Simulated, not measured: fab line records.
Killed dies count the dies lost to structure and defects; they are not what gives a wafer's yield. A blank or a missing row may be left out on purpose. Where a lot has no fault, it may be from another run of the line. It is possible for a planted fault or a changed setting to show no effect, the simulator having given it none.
fab line records	flow sky130
record: lots: 11	wafers: 33	last-day: 50
route steps=708 shown METAL3@533 CAPM@540 PAD_OPEN@708
lots that met no fault: from a run of the same line without faults
start-h: hours from the record's opening day to when the first of the lot's shown wafers began	wait-h: hours elapsed since this lot's preceding step	" the same as in the row above	L1.1+2: a single row standing in for several wafers	- no value present, or no start provided	* or withheld: withheld	< > ~ a bound
route shown NAME@n: names a module that has steps shown in the file, with the first one's number in the route	usual: mean/standard deviation taken from wafers without a fault	same: alike in all rows	chamber/n: place in a boat	sites: the reading at each site	_std_site: standard deviation across them	_edge_site: inner sites' mean taken away from outer sites' mean	radius-mm: how far each site lies from the wafer's centre	mask NAME#n: copy n	behind: the most recent tool/chamber to have shaped the wafer	hold: what put the lot on hold/how long, in hours/how the hold closed	device: transistor that didn't switch, given as n, p or np	end of line: tests of these same wafers at the route's end	where a step has no rows: the recipe by itself	killed: dies that structure and defects cost at the first sort, which is not the same as the wafer's yield	map: dies across one wafer; x = killed, . = not, _ = none there
set.NAME: the setting the step ran with; set.NAME@STEP: the setting that earlier step ran with	model.NAME: the simulator's own value behind a step, which no gauge read
the route's steps for a sample of lots (tables are steps, rows are wafers)
services: from which hour (start-h, from the record's first day; less than 0 if before it) a tool's chamber was out of use, for how many hours, and why
== steps ==
step: SKY_METAL3_SPUTTER_01
recipe: material: TiN	target-thk-nm: 20	power-w: 6500	time-s: 16.7	chamber-pressure-pa: 0.4
usual: throttle-valve-pct: 30.0/0.84
lot.wafer	tool	chamber	start-h	wait-h	throttle-valve-pct
L785.2	pvd-sputter-04	-	881.72	0.0	30.5
L785.4	"	-	"	"	29.9
L785.5	"	-	"	"	30.0
L786.2	pvd-sputter-02	-	887.87	0.0	30.1
L786.3	"	-	"	"	31.7
L786.5	"	-	"	"	30.0
L790.2	pvd-sputter-02	-	914.34	0.0	28.7
L790.3	"	-	"	"	31.9
L790.6	"	-	"	"	30.0
L791.2	pvd-sputter-04	-	916.79	0.0	30.5
L791.3	"	-	"	"	30.0
L791.6	"	-	"	"	29.5
L792.1	pvd-sputter-01	-	917.09	0.0	28.9
L792.3	"	-	"	"	30.9
L792.6	"	-	"	"	28.9
L793.2	pvd-sputter-04	-	926.11	0.0	29.7
L793.3	"	-	"	"	30.1
L793.4	"	-	"	"	29.7
L795.1	pvd-sputter-02	-	942.27	0.0	29.9
L795.2	"	-	"	"	30.3
L795.4	"	-	"	"	31.6
L799.1	pvd-sputter-01	-	962.68	0.0	29.5
L799.4	"	-	"	"	30.7
L799.5	"	-	"	"	30.5
L803.2	pvd-sputter-02	-	991.32	0.0	31.5
L803.5	"	-	"	"	30.0
L803.6	"	-	"	"	28.7
L804.1	pvd-sputter-01	-	1000.63	0.0	28.5
L804.2	"	-	"	"	30.6
L804.4	"	-	"	"	29.2
L806.2	pvd-sputter-01	-	1016.22	0.0	29.1
L806.4	"	-	"	"	30.8
L806.6	"	-	"	"	30.5
step: SKY_CAPM_RS_MEAS_03
recipe: thk-meas-gauge: four-point-probe	reads: TiN_of_CAPM_SPUTTER_02
usual: CAPM_TIN_RS: 6.59/0.074
lot.wafer	tool	chamber	start-h	wait-h	CAPM_TIN_RS[ohm/sq]
L785.2	film-metro-02	-	882.08	0.1	6.59
L785.4	"	-	"	"	6.61
L785.5	"	-	"	"	6.65
L786.2	film-metro-02	-	888.30	0.1	6.71
L786.3	"	-	"	"	6.59
L786.5	"	-	"	"	6.58
L790.2	film-metro-01	-	914.69	0.1	6.61
L790.3	"	-	"	"	6.59
L790.6	"	-	"	"	6.55
L791.2	film-metro-04	-	917.15	0.1	6.49
L791.3	"	-	"	"	6.55
L791.6	"	-	"	"	6.44
L792.1	film-metro-02	-	917.42	0.1	6.48
L792.3	"	-	"	"	6.43
L792.6	"	-	"	"	6.43
L793.2	film-metro-02	-	926.45	0.1	6.58
L793.3	"	-	"	"	6.53
L793.4	"	-	"	"	6.56
L795.1	film-metro-01	-	942.67	0.1	6.48
L795.2	"	-	"	"	6.48
L795.4	"	-	"	"	6.48
L799.1	film-metro-01	-	963.01	0.1	6.61
L799.4	"	-	"	"	6.66
L799.5	"	-	"	"	6.57
L803.2	film-metro-02	-	991.66	0.1	6.54
L803.5	"	-	"	"	6.55
L803.6	"	-	"	"	6.56
L804.1	film-metro-04	-	1000.95	0.1	6.67
L804.2	"	-	"	"	6.73
L804.4	"	-	"	"	6.67
L806.2	film-metro-04	-	1016.57	0.1	6.55
L806.4	"	-	"	"	6.61
L806.6	"	-	"	"	6.60
step: SKY_METAL3_COAT_08
recipe: resist: KrF-thick	spin-rpm: 3000	resist-thk-nm: 1140
usual: resist-line-temp-C: 22.98/0.11
lot.wafer	tool	chamber	start-h	wait-h	resist-line-temp-C
L785.2	litho-track-01	0	919	-	23.04
L785.4	"	0	"	"	22.88
L785.5	"	0	"	"	23.04
L786.2	litho-track-01	0	924	-	22.75
L786.3	"	0	"	"	22.86
L786.5	"	0	"	"	22.90
L790.2	litho-track-01	0	952	-	23.19
L790.3	"	0	"	"	23.17
L790.6	"	0	"	"	23.14
L792.1	litho-track-01	0	956	-	22.95
L792.3	"	0	"	"	23.01
L792.6	"	0	"	"	22.99
L791.2	litho-track-04	0	957	-	23.08
L791.3	"	0	"	"	22.82
L791.6	"	0	"	"	22.93
L793.2	litho-track-01	0	964	-	22.93
L793.3	"	0	"	"	22.97
L793.4	"	0	"	"	22.91
L795.1	litho-track-01	0	978	-	23.03
L795.2	"	0	"	"	23.08
L795.4	"	0	"	"	23.05
L799.1	litho-track-03	0	998	-	22.81
L799.4	"	0	"	"	22.83
L799.5	"	0	"	"	22.88
L803.2	litho-track-03	0	1026	-	22.89
L803.5	"	0	"	"	22.95
L803.6	"	0	"	"	22.86
L804.1	litho-track-04	0	1036	-	22.89
L804.2	"	0	1037	-	23.03
L804.4	"	0	"	"	22.93
L806.2	litho-track-04	0	1052	-	23.08
L806.4	"	0	"	"	22.92
L806.6	"	0	"	"	22.97
step: SKY_METAL3_DESCUM_15
recipe: chemistry: O2	source-power-w: 150	bias-power-w: 0	pressure-mtorr: 10	temp-c: 40	time-s: 8
usual: drypump-motor-current-A: 5.64/0.17	he-backside-leak-sccm: 3.5/0.42	oes-product-au: 0.992/0.012
same: bias-power-w: 0
lot.wafer	tool	chamber	start-h	wait-h	drypump-motor-current-A	he-backside-leak-sccm	oes-product-au	rf-hours-counter-h
L785.2	rie-metal-03	0	932.76	0.0	5.71	3.5	0.994	8
L785.4	"	1	"	"	5.48	3.6	0.978	-
L785.5	"	0	"	"	5.69	3.4	0.979	-
L786.2	rie-metal-03	0	938.54	0.0	5.69	3.4	0.980	9
L786.3	"	1	"	"	5.47	3.4	0.980	-
L786.5	"	0	"	"	5.67	3.6	0.983	-
L790.2	rie-metal-03	0	965.61	0.0	5.67	3.6	0.983	10
L790.3	"	1	"	"	5.48	3.4	0.985	-
L790.6	"	1	"	"	5.45	3.5	0.990	-
L792.1	rie-metal-03	1	968.29	0.0	5.49	3.4	0.984	8
L792.3	"	1	"	"	5.49	3.2	0.988	-
L792.6	"	1	"	"	5.48	3.5	0.992	-
L791.2	rie-metal-03	0	968.66	0.0	5.71	3.6	0.989	11
L791.3	"	1	"	"	5.47	4.0	0.989	-
L791.6	"	1	"	"	5.50	3.7	0.990	-
L793.2	rie-metal-04	1	976.25	0.0	5.66	3.4	0.981	13
L793.3	"	0	"	"	5.68	3.1	1.002	-
L793.4	"	1	"	"	5.71	3.3	0.978	-
L795.1	rie-metal-03	1	991.04	0.0	5.49	3.7	0.987	10
L795.2	"	1	"	"	5.48	6.5	0.993	-
L795.4	"	1	"	"	5.46	3.6	0.989	-
L799.1	rie-metal-03	1	1011.09	0.0	5.49	3.4	0.998	11
L799.4	"	1	"	"	5.51	3.5	0.986	-
L799.5	"	0	"	"	5.69	3.5	0.991	-
L803.2	rie-metal-04	0	1039.66	0.0	5.69	3.1	1.002	9
L803.5	"	0	"	"	5.68	3.2	1.007	-
L803.6	"	1	"	"	5.70	3.4	0.981	-
L804.1	rie-metal-03	0	1047.75	0.0	5.68	3.6	0.978	14
L804.2	"	1	"	"	5.48	3.3	0.993	13
L804.4	"	1	"	"	5.50	3.2	0.989	-
L806.2	rie-metal-03	0	1063.64	0.0	5.70	3.5	0.985	15
L806.4	"	0	"	"	5.71	3.5	0.981	-
L806.6	"	1	"	"	5.48	3.6	1.000	-
step: SKY_METAL3_STRIP_19
recipe: chemistry: O2/N2	power-w: 1400	pressure-mtorr: 1500	platen-temp-c: withheld	o2-flow-sccm: 3000	n2-flow-sccm: 300	overash-fraction: 0.5
usual: drypump-motor-current-A: 5.53/0.21	o2-flow-sccm: 2999/8.3	oes-product-au: 0.505/0.0065	strip-time-to-endpoint-s: 6.59/0.11
same: overash-fraction: 0.5
lot.wafer	tool	chamber	start-h	wait-h	drypump-motor-current-A	o2-flow-sccm	oes-product-au	rf-hours-counter-h	strip-time-to-endpoint-s
L785.2	plasma-asher-01	0	933.08	0.1	5.24	3010	0.496	19	6.69
L785.4	"	0	"	"	5.22	3008	0.510	-	6.71
L785.5	"	1	"	"	5.71	3000	0.500	-	6.44
L786.2	plasma-asher-01	0	938.87	0.1	5.23	2995	0.489	20	6.41
L786.3	"	0	"	"	5.24	3005	0.506	-	6.70
L786.5	"	1	"	"	5.65	2991	0.498	-	6.68
L790.2	plasma-asher-03	1	965.93	0.1	5.64	3015	0.506	53	6.61
L790.3	"	0	"	"	5.58	3014	0.507	-	6.59
L790.6	"	1	"	"	5.64	3010	0.502	-	6.70
L792.1	plasma-asher-03	1	968.62	0.1	5.64	2992	0.509	53	6.70
L792.3	"	1	"	"	5.65	2996	0.512	-	6.72
L792.6	"	1	"	"	5.64	2986	0.511	-	6.71
L791.2	plasma-asher-03	1	968.98	0.1	5.66	2996	0.505	53	6.50
L791.3	"	0	"	"	5.62	3006	0.510	-	6.70
L791.6	"	0	"	"	5.62	2987	0.512	-	6.71
L793.2	plasma-asher-03	1	976.58	0.1	5.65	3004	0.535	54	7.27
L793.3	"	0	"	"	5.60	3013	0.543	-	7.45
L793.4	"	1	"	"	5.65	3001	0.530	-	7.30
L795.1	plasma-asher-02	0	991.50	0.1	5.67	2999	0.528	108	7.36
L795.2	"	1	"	"	5.06	2999	0.546	108	7.63
L795.4	"	0	"	"	5.68	2995	0.538	-	7.41
L799.1	plasma-asher-01	1	1011.42	0.1	5.70	3002	0.497	28	6.46
L799.4	"	0	"	"	5.23	2994	0.504	-	6.46
L799.5	"	1	"	"	5.69	2994	0.511	-	6.71
L803.2	plasma-asher-01	0	1039.98	0.1	5.24	2998	0.493	30	6.41
L803.5	"	1	"	"	5.72	2987	0.491	-	6.35
L803.6	"	0	"	"	5.23	2991	0.518	-	6.69
L804.1	plasma-asher-03	0	1048.29	0.3	5.61	2994	0.506	61	6.53
L804.2	"	1	"	"	5.65	2998	0.503	61	6.47
L804.4	"	1	"	"	5.66	3009	0.495	-	6.53
L806.2	plasma-asher-03	1	1064.04	0.2	5.67	3005	0.507	63	6.51
L806.4	"	1	"	"	5.68	2981	0.515	-	6.82
L806.6	"	1	"	"	5.65	3005	0.518	-	6.84
step: SKY_PAD_OPEN_PROBE_99
usual: defect-limited-yield: 82.1/1.9	killed_at_M0_to_M3: 44/6.6	killed_at_M4_up: 3.0/1.9	killed-at-contacts: 24/5.1	killed-at-front-end: 16/4.6	killed-at-other: 0.3/0.59	killed-dies: 88/9.5	killed-open: 48/6.7	killed-short: 40/6.1	sort_bin_3_pad_short: 0.9/0.43	sort_bin_5_function: 10.7/1.6	sort_bin_6_memory: 6.3/1.1	sort-n-pass: 404/9.5	sort-yield-pct: 82.1/1.9
same: gross-dies: 492	killed-at-back-side: 0	sort_bin_4_leakage[%]: 0	sort_bin_8_speed[%]: 0
lot.wafer	tool	chamber	start-h	wait-h	defect-limited-yield[%]	killed_at_M0_to_M3	killed_at_M4_up	killed-at-contacts	killed-at-front-end	killed-at-other	killed-dies	killed-open	killed-short	sort_bin_3_pad_short[%]	sort_bin_5_function[%]	sort_bin_6_memory[%]	sort-n-pass	sort-yield-pct[%]
L795.1	prober-02	-	1153.25	0.1	80.1	48	2	32	16	0	98	62	36	0.8	11.6	7.5	394	80.1
L795.2	prober-02	-	1153.30	0.1	81.3	45	7	24	16	0	92	54	38	1.0	10.2	7.5	400	81.3
L795.4	prober-02	-	1153.40	0.2	82.7	43	4	25	13	0	85	47	38	0.8	10.2	6.3	407	82.7
L803.2	prober-02	-	1188.48	0.1	81.5	43	4	28	16	0	91	57	31	0.6	11.0	6.9	401	81.5
L803.5	prober-02	-	1188.63	0.2	82.9	45	2	28	9	0	84	43	41	1.2	10.6	5.3	408	82.9
L803.6	prober-02	-	1188.68	0.2	83.9	39	2	22	16	0	79	38	41	0.6	9.8	5.7	413	83.9
L804.1	prober-02	-	1194.18	0.1	79.5	48	5	30	18	0	101	53	47	1.8	11.0	7.7	391	79.5
L804.2	prober-02	-	1194.23	0.1	83.1	43	1	20	19	0	83	46	37	0.6	8.7	7.5	409	83.1
L804.4	prober-02	-	1194.33	0.2	80.5	52	4	24	16	0	96	54	42	0.8	10.4	8.3	396	80.5
L806.2	prober-02	-	1205.85	0.1	82.7	38	2	29	16	0	85	54	31	1.4	9.3	6.5	407	82.7
L806.4	prober-02	-	1205.95	0.2	84.3	38	1	23	15	0	77	43	34	0.6	9.3	5.7	415	84.3
L806.6	prober-02	-	1206.05	0.2	81.3	47	1	28	16	0	92	54	38	0.6	11.6	6.5	400	81.3
killed by level:class
L795.1 VIA1:geometric-particle:open=14 CONTACT:geometric-particle:open=13 METAL1:geometric-particle:short=8 VIA3:geometric-particle:open=8 LI_CONTACT:geometric-particle:open=6 LOCAL_INTERCONNECT:geometric-particle:short=6 CONTACT:geometric-particle:short=5 METAL2:geometric-particle:short=5
L795.2 VIA1:geometric-particle:open=13 CONTACT:geometric-particle:open=9 CONTACT:geometric-particle:short=6 VIA2:geometric-particle:open=6 VIA3:geometric-particle:open=6 VIA1:geometric-particle:short=5 METAL4:geometric-particle:open=5 FIELD_ISO:geometric-particle:short=4
L795.4 VIA1:geometric-particle:open=14 CONTACT:geometric-particle:open=10 VIA3:geometric-particle:open=8 CONTACT:geometric-particle:short=7 POLY_GATE:geometric-particle:short=5 LI_CONTACT:geometric-particle:open=5 METAL1:geometric-particle:short=5 METAL2:geometric-particle:short=5
L803.2 LI_CONTACT:geometric-particle:open=15 VIA1:geometric-particle:open=13 CONTACT:geometric-particle:open=8 VIA2:geometric-particle:open=8 VIA1:geometric-particle:short=5 FIELD_ISO:geometric-particle:short=4 VIA2:geometric-particle:short=4 POLY_GATE:geometric-particle:open=3
L803.5 VIA1:geometric-particle:open=10 CONTACT:geometric-particle:short=9 VIA3:geometric-particle:short=8 CONTACT:geometric-particle:open=8 VIA3:geometric-particle:open=8 VIA1:geometric-particle:short=6 LI_CONTACT:geometric-particle:open=5 METAL2:geometric-particle:short=5
L803.6 VIA2:geometric-particle:open=9 METAL2:geometric-particle:short=5 POLY_GATE:geometric-particle:open=5 LI_CONTACT:geometric-particle:open=5 CONTACT:geometric-particle:open=5 VIA1:geometric-particle:open=5 VIA3:geometric-particle:open=5 LI_CONTACT:geometric-particle:short=4
L804.1 VIA1:geometric-particle:open=12 VIA2:geometric-particle:open=10 CONTACT:geometric-particle:open=8 METAL2:geometric-particle:short=8 LI_CONTACT:geometric-particle:open=7 VIA1:geometric-particle:short=6 CONTACT:geometric-particle:short=6 FIELD_ISO:geometric-particle:open=5
L804.2 VIA1:geometric-particle:open=9 CONTACT:geometric-particle:open=7 LI_CONTACT:geometric-particle:open=6 FIELD_ISO:geometric-particle:open=5 FIELD_ISO:geometric-particle:short=5 METAL1:geometric-particle:short=5 VIA2:geometric-particle:open=5 LOCAL_INTERCONNECT:geometric-particle:short=4
L804.4 VIA1:geometric-particle:open=12 LI_CONTACT:geometric-particle:open=10 VIA2:geometric-particle:short=7 POLY_GATE:geometric-particle:open=6 CONTACT:geometric-particle:open=6 VIA2:geometric-particle:open=6 METAL3:geometric-particle:short=6 FIELD_ISO:geometric-particle:open=5
L806.2 VIA1:geometric-particle:open=12 LI_CONTACT:geometric-particle:open=12 CONTACT:geometric-particle:open=9 LOCAL_INTERCONNECT:geometric-particle:short=5 METAL1:geometric-particle:short=5 VIA3:geometric-particle:open=5 FIELD_ISO:geometric-particle:short=4 POLY_GATE:geometric-particle:open=4
L806.4 VIA1:geometric-particle:open=9 CONTACT:geometric-particle:open=8 METAL1:geometric-particle:short=7 LI_CONTACT:geometric-particle:open=6 VIA2:geometric-particle:open=6 FIELD_ISO:geometric-particle:open=5 VIA3:geometric-particle:open=4 CONTACT:geometric-particle:short=4
L806.6 VIA1:geometric-particle:open=18 LI_CONTACT:geometric-particle:open=12 METAL2:geometric-particle:short=8 CONTACT:geometric-particle:open=7 VIA2:geometric-particle:open=6 VIA2:geometric-particle:short=5 LI_CONTACT:geometric-particle:short=5 VIA3:geometric-particle:short=4
== services ==
tool	chamber	start-h	hours	kind
plasma-asher-02	-	864.15	2.8	pm
rie-metal-03	-	888.15	0.2	repair
pvd-sputter-02	-	890.29	4.2	repair
pvd-sputter-01	-	893.72	3.4	repair
plasma-asher-03	-	932.40	6.3	repair
plasma-asher-02	-	933.20	15.6	pm
rie-metal-03	1	939.38	2.1	repair
pvd-sputter-01	-	954.67	3.9	repair
pvd-sputter-04	-	956.47	14.5	repair
pvd-sputter-01	1	968.37	-	consumable-replace:kit
plasma-asher-02	-	968.65	14.6	pm
plasma-asher-03	-	972.89	1.6	repair
plasma-asher-01	-	977.73	2.8	pm
rie-metal-03	-	980.08	2.8	pm
rie-metal-03	0	985.53	15.9	repair
pvd-sputter-04	-	998.50	20.5	repair
pvd-sputter-01	-	1003.75	2.3	repair
pvd-sputter-02	-	1006.70	2.7	repair
plasma-asher-03	-	1007.40	7.1	repair
rie-metal-04	1	1015.53	2.3	repair
plasma-asher-01	-	1022.59	12.5	repair
plasma-asher-02	-	1046.09	2.5	repair
plasma-asher-01	-	1047.77	25.3	repair
plasma-asher-02	-	1055.33	9.0	pm
== key ==
first-sign: step: SKY_METAL3_STRIP_19	reading: strip-time-to-endpoint-s	direction: up	sigmas: 7.1	usual: *	struck: *
effect: step: SKY_METAL3_STRIP_19	reading: oes-product-au	direction: up	sigmas: 4.9	usual: 0.505	struck: 0.537
met-at SKY_METAL3_COAT_08
struck-lots L793,L795
not-acting-at SKY_METAL3_SPUTTER_01,SKY_CAPM_RS_MEAS_03,SKY_METAL3_DESCUM_15
onset-between 956 964
fault: kind: process-parameter-drift	tool: litho-track-01	chamber: -	onset-h: 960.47	steps: SKY_METAL3_COAT_08	channel: resist-thk-nm	offset: 88.034	shape: step	end-h: 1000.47	acts-in: these-recipes-only	stated: 1140
